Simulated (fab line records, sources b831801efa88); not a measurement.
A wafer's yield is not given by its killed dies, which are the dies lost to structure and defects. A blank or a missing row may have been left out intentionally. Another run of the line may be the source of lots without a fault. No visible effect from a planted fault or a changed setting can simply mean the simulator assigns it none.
fab line records	flow gf180mcu	part 1 of 2: steps 1 to 32 of 41
record: lots: 5	wafers: 15	last-day: 33
route steps=602 shown NSD@239 PSD@248 SAB@264 SALICIDE@278
lots with no fault: from the same line, run without faults
start-h: hours from the record's opening day to when the first of the lot's shown wafers began	wait-h: hours from the lot's prior step to this one	" the same as in the row above	L1.1+2: a single row standing in for several wafers	- no value present, or no start provided	* or withheld: withheld	< > ~ a bound
route shown NAME@n: NAME is a module with steps in the file, n the number in the route of the first one	usual: average and standard deviation across the fault-free wafers	same: alike in all rows	chamber/n: place in a boat	sites: each site's reading	_std_site: the standard deviation of these	_edge_site: mean of outer sites minus mean of inner sites	radius-mm: for every site, how far away it sits from the centre of the wafer	mask NAME#n: copy n	behind: the last tool/chamber to shape the wafer	hold: what put the lot on hold/how long, in hours/how the hold closed	device: which transistor (n, p or np) failed to switch	end of line: tests of these same wafers at the route's end	step lacking rows: just its recipe	killed: dies lost to structure and defects at the first sort, not the wafer's yield	map: shows each die of a wafer: x if killed, . if not, _ if none is there
set.NAME: the setting as run; set.NAME@STEP: as run at that earlier step	model.NAME: the simulator's own value behind a step, which no gauge read
certain route steps with their lots: each step a table, each wafer a row
services: from which hour (start-h, from the record's first day; less than 0 if before it) a tool's chamber was out of use, for how many hours, and why
== steps ==
step: GF_NSD_EXPOSE_04
recipe: mask-id: Nplus	target-cd-nm: 400	na: 0.6	source-shape: conventional	sigma-outer: 0.6	dose-mj: 140
lot.wafer	tool	chamber	start-h	wait-h	mask
L075.1+2+3	iline-stepper-01	0	-	-	Nplus#0
L082.3+4+6	iline-stepper-02	0	-	-	Nplus#0
L085.1+2+4	iline-stepper-02	0	-	-	Nplus#0
L088.1+4+6	iline-stepper-02	0	-	-	Nplus#0
L093.1+3+6	iline-stepper-02	0	-	-	Nplus#0
step: GF_NSD_PEB_05
recipe: temp-c: withheld	time-s: *	resist: NOVOLAK
lot.wafer	tool	chamber	start-h	wait-h
L075.1+2+3	litho-track-03	0	-	-
L082.3+4+6	litho-track-01	0	-	-
L085.1+2+4	litho-track-03	0	-	-
L088.1+4+6	litho-track-03	0	-	-
L093.1+3+6	litho-track-03	0	-	-
step: GF_NSD_DEVELOP_06
recipe: develop-time-s: 60	dev-temp-c: 23
lot.wafer	tool	chamber	start-h	wait-h
L075.1+2+3	litho-track-03	0	302.90	0.1
L082.3+4+6	litho-track-01	0	361.75	0.1
L085.1+2+4	litho-track-03	0	389.35	0.1
L088.1+4+6	litho-track-03	0	412.05	0.1
L093.1+3+6	litho-track-03	0	452.60	0.1
step: GF_NSD_CD_MEAS_07
recipe: target-cd-nm: 400
usual: cd-nm: 400.2/2.1
lot.wafer	tool	chamber	start-h	wait-h	cd-nm
L075.1	cd-sem-01	-	303.05	0.1	398.3
L075.2	"	-	"	"	400.4
L075.3	"	-	"	"	396.1
L082.3	cd-sem-02	-	361.89	0.1	397.3
L082.4	"	-	"	"	394.9
L082.6	"	-	"	"	396.2
L085.1	cd-sem-02	-	389.50	0.1	403.4
L085.2	"	-	"	"	403.6
L085.4	"	-	"	"	403.6
L088.1	cd-sem-02	-	412.20	0.1	395.3
L088.4	"	-	"	"	393.7
L088.6	"	-	"	"	397.6
L093.1	cd-sem-02	-	452.75	0.1	401.0
L093.3	"	-	"	"	399.3
L093.6	"	-	"	"	398.3
step: GF_NSD_OVL_MEAS_08
usual: NSD_OVL: -0.1/1.5
lot.wafer	tool	chamber	start-h	wait-h	NSD_OVL[nm]
L075.1	overlay-01	-	303.17	0.1	-1.3
L075.2	"	-	"	"	-1.8
L075.3	"	-	"	"	-1.0
L082.3	overlay-01	-	361.98	0.1	2.8
L082.4	"	-	"	"	2.3
L082.6	"	-	"	"	1.3
L085.1	overlay-02	-	389.62	0.1	2.1
L085.2	"	-	"	"	1.7
L085.4	"	-	"	"	1.9
L088.1	overlay-01	-	412.32	0.1	-1.3
L088.4	"	-	"	"	-2.6
L088.6	"	-	"	"	-2.3
L093.1	overlay-02	-	452.87	0.1	1.1
L093.3	"	-	"	"	2.1
L093.6	"	-	"	"	2.3
step: GF_NSD_IMPLANT_09
recipe: species: As	energy-kev: 60	dose-cm2: 4e+15	tilt-deg: 7
lot.wafer	tool	chamber	start-h	wait-h
L075.1+2+3	implanter-03	0	303.21	0.0
L082.3+4+6	implanter-01	0	362.06	0.1
L085.1+2+4	implanter-02	0	389.66	0.0
L088.1+4+6	implanter-03	0	412.36	0.0
L093.1+3+6	implanter-01	0	452.91	0.0
step: GF_NSD_IMPLANT_10
recipe: species: P	energy-kev: 40	dose-cm2: 5e+14	tilt-deg: 7
lot.wafer	tool	chamber	start-h	wait-h
L075.1+2+3	implanter-03	0	303.36	0.1
L082.3+4+6	implanter-01	0	362.21	0.1
L085.1+2+4	implanter-02	0	389.81	0.1
L088.1+4+6	implanter-03	0	412.51	0.1
L093.1+3+6	implanter-01	0	453.06	0.1
step: GF_NSD_STRIP_11
recipe: chemistry: O2/N2	power-w: 1400	pressure-mtorr: 1500	platen-temp-c: 250	o2-flow-sccm: 3000	n2-flow-sccm: 300	overash-fraction: 0.5
usual: drypump-motor-current-A: 5.9/0.39	heater-power-w: 339/27	oes-product-au: 0.487/0.0048	platen-temp-c: 249.98/0.17	strip-time-to-endpoint-s: 22.94/0.038
same: overash-fraction: 0.5
lot.wafer	tool	chamber	start-h	wait-h	drypump-motor-current-A	heater-power-w	oes-product-au	platen-temp-c	rf-hours-counter-h	strip-time-to-endpoint-s
L075.1	plasma-asher-02	1	303.51	0.1	6.1	373	0.499	250.28	47	23.04
L075.2	"	0	"	"	5.9	345	0.483	249.88	47	23.02
L075.3	"	1	"	"	6.1	376	0.484	250.39	-	23.01
L082.3	plasma-asher-02	1	362.34	0.1	6.2	370	0.485	250.01	-	22.93
L082.4	"	0	"	"	5.9	337	0.486	250.07	-	22.94
L082.6	"	0	"	"	5.9	342	0.487	250.12	-	22.92
L085.1	plasma-asher-03	0	389.96	0.1	5.9	338	0.489	250.03	77	22.97
L085.2	"	1	"	"	5.3	292	0.490	250.27	77	22.99
L085.4	"	0	"	"	5.9	331	0.481	250.04	-	22.98
L088.1	plasma-asher-02	1	412.66	0.1	6.1	381	0.489	250.06	60	22.96
L088.4	"	0	"	"	5.9	351	0.474	250.10	-	22.98
L088.6	"	1	"	"	6.1	376	0.477	250.12	-	22.94
L093.1	plasma-asher-02	0	453.21	0.1	5.9	343	0.487	249.99	64	22.97
L093.3	"	1	"	"	6.1	368	0.482	249.88	-	22.96
L093.6	"	0	"	"	5.9	342	0.482	249.80	-	22.97
step: GF_NSD_TW_MEAS_12
usual: NSD_TW: 4219/42
lot.wafer	tool	chamber	start-h	wait-h	NSD_TW
L075.1	film-metro-03	-	303.61	0.1	4158
L075.2	"	-	"	"	4157
L075.3	"	-	"	"	4160
L082.3	film-metro-03	-	362.43	0.1	4166
L082.4	"	-	"	"	4193
L082.6	"	-	"	"	4156
L085.1	film-metro-01	-	390.06	0.1	4199
L085.2	"	-	"	"	4192
L085.4	"	-	"	"	4184
L088.1	film-metro-01	-	412.76	0.1	4192
L088.4	"	-	"	"	4183
L088.6	"	-	"	"	4172
L093.1	film-metro-02	-	453.31	0.1	4261
L093.3	"	-	"	"	4286
L093.6	"	-	"	"	4267
step: GF_PSD_DEHYDRATE_00
recipe: temp-c: 200	time-s: 60
usual: heater-power-total-W: 160.38/0.12
lot.wafer	tool	chamber	start-h	wait-h	heater-power-total-W
L075.1	litho-track-01	0	313.30	9.7	160.38
L075.2	"	0	"	"	160.38
L075.3	"	0	"	"	160.26
L082.3	litho-track-01	0	373.10	10.7	160.34
L082.4	"	0	"	"	160.41
L082.6	"	0	"	"	160.33
L085.1	litho-track-01	0	401.05	11.0	160.30
L085.2	"	0	"	"	160.52
L085.4	"	0	"	"	160.45
L088.1	litho-track-01	0	423.65	10.9	160.50
L088.4	"	0	"	"	160.20
L088.6	"	0	"	"	160.33
L093.1	litho-track-04	0	464.89	11.6	160.15
L093.3	"	0	"	"	160.25
L093.6	"	0	"	"	160.43
step: GF_PSD_HMDS_01
recipe: prime-time-s: 60	prime-temp-c: 120
lot.wafer	tool	chamber	start-h	wait-h
L075.1+2+3	litho-track-01	0	313.45	0.1
L082.3+4+6	litho-track-01	0	373.25	0.1
L085.1+2+4	litho-track-01	0	401.20	0.1
L088.1+4+6	litho-track-01	0	423.80	0.1
L093.1+3+6	litho-track-04	0	465.04	0.1
step: GF_PSD_COAT_02
recipe: resist: NOVOLAK	spin-rpm: 3000	resist-thk-nm: 1000
lot.wafer	tool	chamber	start-h	wait-h
L075.1+2+3	litho-track-01	0	313.60	0.1
L082.3+4+6	litho-track-01	0	373.40	0.1
L085.1+2+4	litho-track-01	0	401.35	0.1
L088.1+4+6	litho-track-01	0	423.95	0.1
L093.1+3+6	litho-track-04	0	465.19	0.1
step: GF_PSD_SOFTBAKE_03
recipe: temp-c: 90	time-s: 60	resist: NOVOLAK
usual: heater-power-total-W: 56.60/0.046
lot.wafer	tool	chamber	start-h	wait-h	heater-power-total-W
L075.1	litho-track-01	0	313.75	0.1	56.58
L075.2	"	0	"	"	56.57
L075.3	"	0	"	"	56.58
L082.3	litho-track-01	0	373.55	0.1	56.63
L082.4	"	0	"	"	56.67
L082.6	"	0	"	"	56.49
L085.1	litho-track-01	0	401.50	0.1	56.62
L085.2	"	0	"	"	56.63
L085.4	"	0	"	"	56.62
L088.1	litho-track-01	0	424.10	0.1	56.55
L088.4	"	0	"	"	56.55
L088.6	"	0	"	"	56.60
L093.1	litho-track-04	0	465.34	0.1	56.55
L093.3	"	0	"	"	56.63
L093.6	"	0	"	"	56.57
step: GF_PSD_EXPOSE_04
recipe: mask-id: Pplus	target-cd-nm: 400	na: 0.6	source-shape: conventional	sigma-outer: 0.6	dose-mj: 140
lot.wafer	tool	chamber	start-h	wait-h	mask
L075.1+2+3	iline-stepper-02	0	-	-	Pplus#0
L082.3+4+6	iline-stepper-02	0	-	-	Pplus#0
L085.1+2+4	iline-stepper-01	0	-	-	Pplus#0
L088.1+4+6	iline-stepper-01	0	-	-	Pplus#0
L093.1+3+6	iline-stepper-02	0	-	-	Pplus#0
step: GF_PSD_PEB_05
recipe: temp-c: withheld	time-s: *	resist: NOVOLAK
lot.wafer	tool	chamber	start-h	wait-h
L075.1+2+3	litho-track-02	0	-	-
L082.3+4+6	litho-track-01	0	-	-
L085.1+2+4	litho-track-01	0	-	-
L088.1+4+6	litho-track-02	0	-	-
L093.1+3+6	litho-track-02	0	-	-
step: GF_PSD_DEVELOP_06
recipe: develop-time-s: 60	dev-temp-c: 23
lot.wafer	tool	chamber	start-h	wait-h
L075.1+2+3	litho-track-02	0	324.10	0.1
L082.3+4+6	litho-track-01	0	384.50	0.1
L085.1+2+4	litho-track-01	0	413.45	0.1
L088.1+4+6	litho-track-02	0	436.00	0.1
L093.1+3+6	litho-track-02	0	477.65	0.1
step: GF_PSD_CD_MEAS_07
recipe: target-cd-nm: 400
usual: cd-nm: 399.9/2.6
lot.wafer	tool	chamber	start-h	wait-h	cd-nm
L075.1	cd-sem-02	-	324.25	0.1	397.7
L075.2	"	-	"	"	399.4
L075.3	"	-	"	"	397.7
L082.3	cd-sem-02	-	384.64	0.1	399.5
L082.4	"	-	"	"	399.4
L082.6	"	-	"	"	397.1
L085.1	cd-sem-02	-	413.60	0.1	399.0
L085.2	"	-	"	"	399.1
L085.4	"	-	"	"	398.6
L088.1	cd-sem-02	-	436.15	0.1	397.7
L088.4	"	-	"	"	395.2
L088.6	"	-	"	"	395.7
L093.1	cd-sem-02	-	477.80	0.1	403.9
L093.3	"	-	"	"	401.9
L093.6	"	-	"	"	403.8
step: GF_PSD_OVL_MEAS_08
usual: PSD_OVL: -0.7/1.4
lot.wafer	tool	chamber	start-h	wait-h	PSD_OVL[nm]
L075.1	overlay-01	-	324.37	0.1	-1.4
L075.2	"	-	"	"	-1.7
L075.3	"	-	"	"	-2.3
L082.3	overlay-01	-	384.73	0.1	-0.7
L082.4	"	-	"	"	-1.9
L082.6	"	-	"	"	-1.3
L085.1	overlay-01	-	413.72	0.1	0.2
L085.2	"	-	"	"	-0.4
L085.4	"	-	"	"	-0.7
L088.1	overlay-02	-	436.27	0.1	-1.3
L088.4	"	-	"	"	-1.5
L088.6	"	-	"	"	-0.4
L093.1	overlay-02	-	477.92	0.1	-2.5
L093.3	"	-	"	"	-1.7
L093.6	"	-	"	"	-2.4
step: GF_PSD_IMPLANT_09
recipe: species: BF2	energy-kev: 40	dose-cm2: 1.5e+15	tilt-deg: 7
lot.wafer	tool	chamber	start-h	wait-h
L075.1+2+3	implanter-01	0	324.40	0.0
L082.3+4+6	implanter-04	0	384.81	0.1
L085.1+2+4	implanter-01	0	413.76	0.0
L088.1+4+6	implanter-01	0	436.30	0.0
L093.1+3+6	implanter-04	0	477.95	0.0
step: GF_PSD_STRIP_10
recipe: chemistry: O2/N2	power-w: 1400	pressure-mtorr: 1500	platen-temp-c: 250	o2-flow-sccm: 3000	n2-flow-sccm: 300	overash-fraction: 0.5
usual: drypump-motor-current-A: 5.9/0.42	heater-power-w: 340/34	oes-product-au: 0.592/0.0047	platen-temp-c: 250.01/0.18	strip-time-to-endpoint-s: 16.53/0.036
same: overash-fraction: 0.5
lot.wafer	tool	chamber	start-h	wait-h	drypump-motor-current-A	heater-power-w	oes-product-au	platen-temp-c	rf-hours-counter-h	strip-time-to-endpoint-s
L075.1	plasma-asher-04	0	324.55	0.1	5.9	340	0.601	249.93	68	16.55
L075.2	"	1	"	"	5.9	410	0.594	250.02	68	16.54
L075.3	"	0	"	"	5.9	349	0.592	250.33	-	16.49
L082.3	plasma-asher-01	0	384.94	0.1	6.6	324	0.595	250.06	-	16.49
L082.4	"	1	"	"	5.8	359	0.590	249.95	-	16.51
L082.6	"	0	"	"	6.6	326	0.591	250.14	-	16.45
L085.1	plasma-asher-03	0	413.91	0.1	6.0	339	0.599	249.95	80	16.55
L085.2	"	1	"	"	5.3	285	0.595	250.01	80	16.56
L085.4	"	0	"	"	6.0	327	0.590	249.81	-	16.51
L088.1	plasma-asher-01	0	436.45	0.1	6.6	321	0.597	250.15	33	16.53
L088.4	"	0	"	"	6.6	322	0.591	250.10	-	16.57
L088.6	"	0	"	"	6.6	317	0.592	250.07	-	16.53
L093.1	plasma-asher-03	0	478.10	0.1	6.0	349	0.599	250.06	5	16.57
L093.3	"	1	"	"	5.2	287	0.596	249.94	-	16.52
L093.6	"	1	"	"	5.2	286	0.589	250.01	-	16.53
step: GF_PSD_TW_MEAS_11
usual: PSD_TW: 3152/27
lot.wafer	tool	chamber	start-h	wait-h	PSD_TW
L075.1	film-metro-01	-	324.65	0.1	3143
L075.2	"	-	"	"	3159
L075.3	"	-	"	"	3129
L082.3	film-metro-01	-	385.03	0.1	3129
L082.4	"	-	"	"	3135
L082.6	"	-	"	"	3135
L085.1	film-metro-01	-	414.01	0.1	3150
L085.2	"	-	"	"	3137
L085.4	"	-	"	"	3138
L088.1	film-metro-01	-	436.55	0.1	3131
L088.4	"	-	"	"	3137
L088.6	"	-	"	"	3146
L093.1	film-metro-01	-	478.20	0.1	3149
L093.3	"	-	"	"	3148
L093.6	"	-	"	"	3158
step: GF_PSD_CLEAN_12
recipe: chemistry: SC1/SC2	mix: 1:4:20	temp-c: 70	time-s: 150	dry: n2-spin
usual: temp-c: 69.99/0.11
lot.wafer	tool	chamber	start-h	wait-h	temp-c
L075.1	wet-bench-03	3	324.71	0.1	69.78
L075.2	"	3	"	"	70.03
L075.3	"	3	"	"	69.76
L082.3	wet-bench-03	2	385.07	0.0	69.97
L082.4	"	2	"	"	70.09
L082.6	"	2	"	"	69.88
L085.1	wet-bench-02	0	414.07	0.1	69.90
L085.2	"	0	"	"	69.87
L085.4	"	0	"	"	69.93
L088.1	wet-bench-03	3	436.61	0.1	70.18
L088.4	"	3	"	"	70.08
L088.6	"	3	"	"	70.01
L093.1	wet-bench-01	3	478.26	0.1	69.93
L093.3	"	3	"	"	69.95
L093.6	"	3	"	"	69.68
step: GF_PSD_RTA_13
recipe: temp-c: 1025	time-s: 20	ambient: N2
usual: chamber-o2-ppm: 1.999/0.021	lamp-power-pct: 28.2/1.6	wafer_temp_C_max: 1029.2/0.87
lot.wafer	tool	chamber	start-h	wait-h	chamber-o2-ppm	lamp-power-pct	wafer_temp_C_max
L075.1	rtp-anneal-01	0	324.76	0.0	2.001	27.0	1029.1
L075.2	"	0	"	"	2.021	27.0	1028.2
L075.3	"	0	"	"	2.034	27.1	1028.2
L082.3	rtp-anneal-02	0	385.15	0.0	1.972	30.2	1029.0
L082.4	"	0	"	"	1.972	30.2	1028.3
L082.6	"	0	"	"	1.977	30.2	1028.5
L085.1	rtp-anneal-02	0	414.12	0.0	2.007	30.3	1028.3
L085.2	"	0	"	"	2.000	30.3	1028.5
L085.4	"	0	"	"	2.024	30.2	1030.1
L088.1	rtp-anneal-02	0	436.66	0.0	1.978	30.2	1031.2
L088.4	"	0	"	"	2.017	30.2	1028.9
L088.6	"	0	"	"	1.989	30.2	1029.9
L093.1	rtp-anneal-02	0	478.31	0.0	1.982	30.2	1030.6
L093.3	"	0	"	"	1.957	30.3	1032.0
L093.6	"	0	"	"	2.000	30.3	1029.4
step: GF_PSD_RS_MEAS_14
recipe: thk-meas-gauge: four-point-probe
usual: NSD_RS: 46.20/0.086
lot.wafer	tool	chamber	start-h	wait-h	NSD_RS[ohm/sq]
L075.1	film-metro-02	-	324.85	0.1	46.27
L075.2	"	-	"	"	46.10
L075.3	"	-	"	"	46.23
L082.3	film-metro-01	-	385.24	0.1	46.24
L082.4	"	-	"	"	46.12
L082.6	"	-	"	"	46.14
L085.1	film-metro-02	-	414.20	0.1	46.13
L085.2	"	-	"	"	46.07
L085.4	"	-	"	"	46.13
L088.1	film-metro-02	-	436.75	0.1	46.16
L088.4	"	-	"	"	46.26
L088.6	"	-	"	"	46.26
L093.1	film-metro-01	-	478.39	0.1	46.38
L093.3	"	-	"	"	46.31
L093.6	"	-	"	"	46.25
step: GF_PSD_RS_MEAS_15
recipe: thk-meas-gauge: four-point-probe
usual: PSD_RS: 108.77/0.27
lot.wafer	tool	chamber	start-h	wait-h	PSD_RS[ohm/sq]
L075.1	film-metro-02	-	324.97	0.1	108.48
L075.2	"	-	"	"	108.51
L075.3	"	-	"	"	108.78
L082.3	film-metro-01	-	385.36	0.1	108.76
L082.4	"	-	"	"	108.73
L082.6	"	-	"	"	108.59
L085.1	film-metro-02	-	414.32	0.1	108.51
L085.2	"	-	"	"	108.79
L085.4	"	-	"	"	108.62
L088.1	film-metro-02	-	436.87	0.1	108.74
L088.4	"	-	"	"	108.92
L088.6	"	-	"	"	108.74
L093.1	film-metro-01	-	478.51	0.1	109.25
L093.3	"	-	"	"	109.21
L093.6	"	-	"	"	109.05
step: GF_SAB_CVD_00
recipe: material: SiO2	target-thk-nm: 50	precursor: TEOS	temp-c: 400	time-s: 4.9302	rf-w: 600
usual: heater-power-w: 693/100
lot.wafer	tool	chamber	start-h	wait-h	heater-power-w
L075.1	pecvd-01	1	325.09	0.1	691
L075.2	"	0	"	"	552
L075.3	"	2	"	"	730
L082.3	pecvd-02	2	385.44	0.1	716
L082.4	"	0	"	"	590
L082.6	"	1	"	"	712
L085.1	pecvd-03	2	414.44	0.1	803
L085.2	"	1	"	"	655
L085.4	"	1	"	"	657
L088.1	pecvd-03	0	436.99	0.1	883
L088.4	"	0	"	"	883
L088.6	"	2	"	"	668
L093.1	pecvd-03	1	478.63	0.1	669
L093.3	"	0	"	"	906
L093.6	"	2	"	"	750
step: GF_SAB_THK_MEAS_01
recipe: reads: SiO2_of_SAB_CVD_00
usual: SAB_CVD_00_THK: 49.8/0.57
lot.wafer	tool	chamber	start-h	wait-h	SAB_CVD_00_THK[nm]
L075.1	film-metro-03	-	325.12	0.0	48.8
L075.2	"	-	"	"	48.8
L075.3	"	-	"	"	48.6
L082.3	film-metro-04	-	385.48	0.0	49.2
L082.4	"	-	"	"	50.5
L082.6	"	-	"	"	50.8
L085.1	film-metro-01	-	414.46	0.0	49.8
L085.2	"	-	"	"	50.9
L085.4	"	-	"	"	51.2
L088.1	film-metro-01	-	437.00	0.0	48.6
L088.4	"	-	"	"	49.4
L088.6	"	-	"	"	49.9
L093.1	film-metro-01	-	478.65	0.0	49.3
L093.3	"	-	"	"	50.1
L093.6	"	-	"	"	50.8
step: GF_SAB_DEHYDRATE_02
recipe: temp-c: 200	time-s: 60
usual: heater-power-total-W: 160.37/0.13
lot.wafer	tool	chamber	start-h	wait-h	heater-power-total-W
L075.1	litho-track-01	0	334.90	9.8	160.43
L075.2	"	0	"	"	160.40
L075.3	"	0	"	"	160.32
L082.3	litho-track-03	0	396.35	10.9	160.14
L082.4	"	0	"	"	160.50
L082.6	"	0	"	"	160.47
L085.1	litho-track-02	0	425.45	11.0	160.29
L085.2	"	0	"	"	160.28
L085.4	"	0	"	"	160.16
L088.1	litho-track-01	0	448.95	11.9	160.53
L088.4	"	0	"	"	160.55
L088.6	"	0	"	"	160.46
L093.1	litho-track-02	0	489.84	11.2	160.31
L093.3	"	0	"	"	160.57
L093.6	"	0	"	"	160.29
step: GF_SAB_HMDS_03
recipe: prime-time-s: 60	prime-temp-c: 120
lot.wafer	tool	chamber	start-h	wait-h
L075.1+2+3	litho-track-01	0	335.05	0.1
L082.3+4+6	litho-track-03	0	396.50	0.1
L085.1+2+4	litho-track-02	0	425.60	0.1
L088.1+4+6	litho-track-01	0	449.10	0.1
L093.1+3+6	litho-track-02	0	489.99	0.1
step: GF_SAB_COAT_04
recipe: resist: NOVOLAK	spin-rpm: 3000	resist-thk-nm: 1000
lot.wafer	tool	chamber	start-h	wait-h
L075.1+2+3	litho-track-01	0	335.20	0.1
L082.3+4+6	litho-track-03	0	396.65	0.1
L085.1+2+4	litho-track-02	0	425.75	0.1
L088.1+4+6	litho-track-01	0	449.25	0.1
L093.1+3+6	litho-track-02	0	490.14	0.1
step: GF_SAB_SOFTBAKE_05
recipe: temp-c: 90	time-s: 60	resist: NOVOLAK
usual: heater-power-total-W: 56.60/0.042
lot.wafer	tool	chamber	start-h	wait-h	heater-power-total-W
L075.1	litho-track-01	0	335.35	0.1	56.62
L075.2	"	0	"	"	56.62
L075.3	"	0	"	"	56.53
L082.3	litho-track-03	0	396.80	0.1	56.61
L082.4	"	0	"	"	56.60
L082.6	"	0	"	"	56.56
L085.1	litho-track-02	0	425.90	0.1	56.54
L085.2	"	0	"	"	56.53
L085.4	"	0	"	"	56.65
L088.1	litho-track-01	0	449.40	0.1	56.52
L088.4	"	0	"	"	56.59
L088.6	"	0	"	"	56.61
L093.1	litho-track-02	0	490.29	0.1	56.57
L093.3	"	0	"	"	56.59
L093.6	"	0	"	"	56.58
step: GF_SAB_EXPOSE_06
recipe: mask-id: SAB	target-cd-nm: 420	na: 0.6	source-shape: conventional	sigma-outer: 0.6	dose-mj: 140
lot.wafer	tool	chamber	start-h	wait-h	mask
L075.1+2+3	iline-stepper-02	0	-	-	SAB#0
L082.3+4+6	iline-stepper-02	0	-	-	SAB#0
L085.1+2+4	iline-stepper-01	0	-	-	SAB#0
L088.1+4+6	iline-stepper-01	0	-	-	SAB#0
L093.1+3+6	iline-stepper-02	0	-	-	SAB#0
